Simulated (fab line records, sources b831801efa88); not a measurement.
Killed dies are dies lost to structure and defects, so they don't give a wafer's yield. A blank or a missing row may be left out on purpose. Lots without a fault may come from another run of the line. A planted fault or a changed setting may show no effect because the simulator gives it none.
Which tool did it? | flow gf180mcu | 7 lots, 21 wafers sampled, at 4 steps of a route of 602

WHAT THE GAUGES READ, wafer by wafer
GF_PSD_TW_MEAS_11.
lot  | measured     | on            | PSD_TW
L971 | day 14 18:01 | film_metro-01 | 3200 3181 3193
L975 | day 16 10:07 | film_metro-03 | 3143 3139 3148
L977 | day 16 19:53 | film_metro-04 | 3186 3180 3172
L982 | day 18 11:27 | film_metro-04 | 30 30 30
L986 | day 20 00:42 | film_metro-01 | 3184 3201 3199
L990 | day 21 10:27 | film_metro-03 | 3166 3156 3179
L992 | day 22 02:59 | film_metro-03 | 3148 3151 3143

WHICH TOOL RAN EACH LOT (tool, then ch and the chambers of the sampled wafers, then the start)
lot  | GF_POLY_GATE_ETCH_13             | GF_NSD_STRIP_11                      | GF_PSD_STRIP_10
L971 | rie_si-02 ch 0,1,2, day 9 16:45  | plasma_asher-03 ch 0,1, day 13 20:35 | plasma_asher-02 ch 0,1, day 14 17:55
L975 | rie_si-02 ch 0,1, day 11 01:53   | plasma_asher-04 ch 0,1, day 15 11:35 | plasma_asher-03 ch 0,1, day 16 10:01
L977 | rie_si-02 ch 0,2,3, day 11 09:08 | plasma_asher-04 ch 0,1, day 15 21:44 | plasma_asher-03 ch 0,1, day 16 19:47
L982 | rie_si-01 ch 0,1, day 12 19:16   | plasma_asher-01 ch 0,1, day 17 12:02 | plasma_asher-01 ch 0,1, day 18 11:21
L986 | rie_si-01 ch 2,3, day 14 00:08   | plasma_asher-01 ch 0,1, day 18 23:40 | plasma_asher-03 ch 0,1, day 20 00:36
L990 | rie_si-01 ch 0,1, day 15 06:40   | plasma_asher-04 ch 0,1, day 20 10:40 | plasma_asher-03 ch 0,1, day 21 10:20
L992 | rie_si-01 ch 0,2, day 15 19:21   | plasma_asher-04 ch 0,1, day 21 02:33 | plasma_asher-03 ch 0,1, day 22 02:53
- GF_POLY_GATE_ETCH_13: etches poly-Si in HBr/Cl2, stops on SiO2, target depth 198.5 nm, time 69.6 s.
- GF_NSD_STRIP_11: strips in O2/N2.
- GF_PSD_STRIP_10: strips in O2/N2.

THE ANSWER, worked out from the rows above alone
Rule: what is usual is taken from the lots themselves. Put in order of their means at a reading, lots are off if they are a third of the lots or fewer, leave a main group of 4 or more, and stand apart from it by a gap of 3 or more times the standard deviation of the main group's means; of several such gaps the widest counts. A main group whose means are all the same, to the digits that the tables above print for the reading, isn't used. A lot without any number at a reading at which 4 lots or more have one is off too. The other lots that the step has rows for count as sound.
Off: L982, at GF_PSD_TW_MEAS_11 (PSD_TW). The main group: mean 3170, standard deviation 20.
A tool fits if, at a process step before that reading, it ran every lot that is off, and no sound lot after the first of them. The gauges at GF_PSD_TW_MEAS_11 are tried like those tools. Can't be told from this: 2 tools fit, plasma_asher-01 at GF_PSD_STRIP_10, film_metro-04 at GF_PSD_TW_MEAS_11.

WHAT THE SIMULATOR HAD PUT IN
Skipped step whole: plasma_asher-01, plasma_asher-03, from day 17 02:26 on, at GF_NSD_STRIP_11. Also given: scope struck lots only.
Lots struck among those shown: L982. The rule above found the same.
